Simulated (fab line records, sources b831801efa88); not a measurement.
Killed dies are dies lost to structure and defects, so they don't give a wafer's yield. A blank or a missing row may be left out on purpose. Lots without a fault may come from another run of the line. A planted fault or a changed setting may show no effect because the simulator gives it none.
Which tool did it? | flow gf180mcu | 13 lots, 38 wafers sampled, at 5 steps of a route of 602

WHAT THE GAUGES READ, wafer by wafer
GF_PSD_RS_MEAS_14: measures by four-point-probe.
lot  | measured     | on            | NSD_RS (ohm/sq)
L896 | day 14 06:10 | film_metro-03 | 46.19 46.04 46.12
L897 | day 14 15:15 | film_metro-03 | 46.09 46.14 46.22
L898 | day 14 23:31 | film_metro-04 | 46.12 45.99 46.07
L899 | day 15 07:01 | film_metro-04 | 45.95 46.10 45.93
L900 | day 15 16:19 | film_metro-03 | 46.29 46.14 46.16
L901 | day 16 02:22 | film_metro-01 | 45.97 46.09 46.00
L902 | day 16 04:55 | film_metro-01 | 46.29 46.29 46.14
L906 | day 17 18:40 | film_metro-04 | 46.17 39.74
L913 | day 20 01:17 | film_metro-03 | 46.18 46.20 46.25
L916 | day 21 09:43 | film_metro-04 | 46.07 46.02 46.04
L917 | day 21 15:25 | film_metro-04 | 46.25 46.16 46.17
L918 | day 21 21:31 | film_metro-04 | 46.12 46.07 46.33
L919 | day 22 05:49 | film_metro-03 | 46.06 46.06 46.08

GF_PSD_RS_MEAS_15: measures by four-point-probe.
lot  | measured     | on            | PSD_RS (ohm/sq)
L896 | day 14 06:17 | film_metro-03 | 108.59 108.56 108.62
L897 | day 14 15:22 | film_metro-03 | 108.42 108.17 108.30
L898 | day 14 23:38 | film_metro-04 | 108.50 108.13 108.27
L899 | day 15 07:08 | film_metro-04 | 108.46 108.40 107.92
L900 | day 15 16:26 | film_metro-03 | 109.29 109.25 109.01
L901 | day 16 02:29 | film_metro-01 | 108.42 108.53 108.40
L902 | day 16 05:02 | film_metro-01 | 108.81 108.76 108.73
L906 | day 17 18:47 | film_metro-04 | 108.86 96.73
L913 | day 20 01:24 | film_metro-03 | 108.42 108.85 108.27
L916 | day 21 09:50 | film_metro-04 | 108.30 108.11 108.41
L917 | day 21 15:32 | film_metro-04 | 108.42 108.49 108.77
L918 | day 21 21:38 | film_metro-04 | 108.67 108.67 109.23
L919 | day 22 05:56 | film_metro-03 | 108.38 108.57 108.32

GF_V1_BOW_MEAS_05.
lot  | measured     | on            | V1_BOW (um)
L896 | day 17 02:11 | film_metro-02 | 75 82 78
L897 | day 17 14:25 | film_metro-02 | 84 93 82
L898 | day 17 22:21 | film_metro-01 | 86 89 95
L899 | day 18 06:44 | film_metro-03 | 71 77 77
L900 | day 18 17:53 | film_metro-01 | 70 85 77
L901 | day 19 03:47 | film_metro-03 | 77 65 77
L902 | day 19 07:08 | film_metro-01 | 88 89 106
L906 | day 20 22:36 | film_metro-03 | 78 85
L913 | day 23 04:44 | film_metro-02 | 70 89 85
L916 | day 24 10:53 | film_metro-03 | 81 72 81
L917 | day 24 17:14 | film_metro-02 | 90 93 93
L918 | day 24 22:26 | film_metro-01 | 74 89 75
L919 | day 25 08:02 | film_metro-01 | 79 75 84

GF_V3_THK_MEAS_01.
lot  | measured     | on            | V3_CVD_00_THK (nm)
L896 | day 21 07:27 | film_metro-03 | 601 606 596
L897 | day 21 19:23 | film_metro-03 | 604 594 600
L898 | day 22 03:07 | film_metro-01 | 599 598 593
L899 | day 22 12:03 | film_metro-02 | 591 596 599
L900 | day 22 23:23 | film_metro-02 | 594 600 600
L901 | day 23 07:16 | film_metro-03 | 606 604 605
L902 | day 23 11:40 | film_metro-02 | 604 601 612
L906 | day 25 01:41 | film_metro-02 | 605 597
L913 | day 27 00:55 | film_metro-03 | 600 596 598
L916 | day 28 04:12 | film_metro-03 | 597 599 601
L917 | day 28 09:06 | film_metro-03 | 603 601 606
L918 | day 28 13:44 | film_metro-03 | 610 606 607
L919 | day 28 21:18 | film_metro-02 | 595 600 596

WHICH TOOL RAN EACH LOT (tool, then ch and the chambers of the sampled wafers, then the start)
lot  | GF_PSD_RTA_13
L896 | rtp_anneal-02 ch 0, day 14 06:05
L897 | rtp_anneal-01 ch 0, day 14 15:10
L898 | rtp_anneal-02 ch 0, day 14 23:26
L899 | rtp_anneal-02 ch 0, day 15 06:56
L900 | rtp_anneal-01 ch 0, day 15 16:14
L901 | rtp_anneal-02 ch 0, day 16 02:17
L902 | rtp_anneal-02 ch 0, day 16 04:49
L906 | rtp_anneal-01 ch 0, day 17 18:34
L913 | rtp_anneal-02 ch 0, day 20 01:11
L916 | rtp_anneal-02 ch 0, day 21 09:38
L917 | rtp_anneal-01 ch 0, day 21 15:19
L918 | rtp_anneal-02 ch 0, day 21 21:26
L919 | rtp_anneal-02 ch 0, day 22 05:43
- GF_PSD_RTA_13: time 20 s.

WHAT THE TOOLS THEMSELVES READ (means of the sampled wafers that have a number; where no wafer has one, the mark that the record gives instead)
GF_PSD_RTA_13.
lot  | tool          | lamp_power_pct (%) | run_length_s (s) | wafer_temp_C_max
L896 | rtp_anneal-02 | 32.0               | 48.4             | 1029.1
L897 | rtp_anneal-01 | 38.0               | 48.9             | 1028.1
L898 | rtp_anneal-02 | 32.1               | 48.6             | 1029.1
L899 | rtp_anneal-02 | 32.1               | 48.3             | 1029.4
L900 | rtp_anneal-01 | 38.1               | 48.9             | 1028.2
L901 | rtp_anneal-02 | 32.1               | 48.4             | 1029.2
L902 | rtp_anneal-02 | 32.0               | 48.3             | 1029.8
L906 | rtp_anneal-01 | 38.0               | 70.3             | 1029.8
L913 | rtp_anneal-02 | 32.0               | 48.2             | 1029.2
L916 | rtp_anneal-02 | 32.0               | 48.2             | 1030.2
L917 | rtp_anneal-01 | 38.0               | 48.9             | 1028.5
L918 | rtp_anneal-02 | 32.0               | 48.3             | 1028.4
L919 | rtp_anneal-02 | 32.1               | 48.4             | 1029.0

THE ANSWER, worked out from the rows above alone
Rule: what is usual is taken from the lots themselves. Put in order of their means at a reading, lots are off if they are a third of the lots or fewer, leave a main group of 4 or more, and stand apart from it by a gap of 3 or more times the standard deviation of the main group's means; of several such gaps the widest counts. A main group whose means are all the same, to the digits that the tables above print for the reading, isn't used. A lot without any number at a reading at which 4 lots or more have one is off too. The other lots that the step has rows for count as sound. The gauges are gone through in route order, then the tools' own readings, and for those a lot's mean is taken as printed above. The first step at which some lot is off is used, and at that step the reading that is off furthest; a lot without a number counts as furthest.
Off: L906, at GF_PSD_RS_MEAS_14 (NSD_RS). The main group: mean 46.12 ohm/sq, standard deviation 0.079.
A tool fits if, at a process step before that reading, it ran every lot that is off, and no sound lot after the first of them. The gauges at GF_PSD_RS_MEAS_14 aren't tried: what is off there is off at GF_PSD_RTA_13 too, on other tools, and a gauge's error can't cause that. None of those tried fits.

WHAT THE SIMULATOR HAD PUT IN
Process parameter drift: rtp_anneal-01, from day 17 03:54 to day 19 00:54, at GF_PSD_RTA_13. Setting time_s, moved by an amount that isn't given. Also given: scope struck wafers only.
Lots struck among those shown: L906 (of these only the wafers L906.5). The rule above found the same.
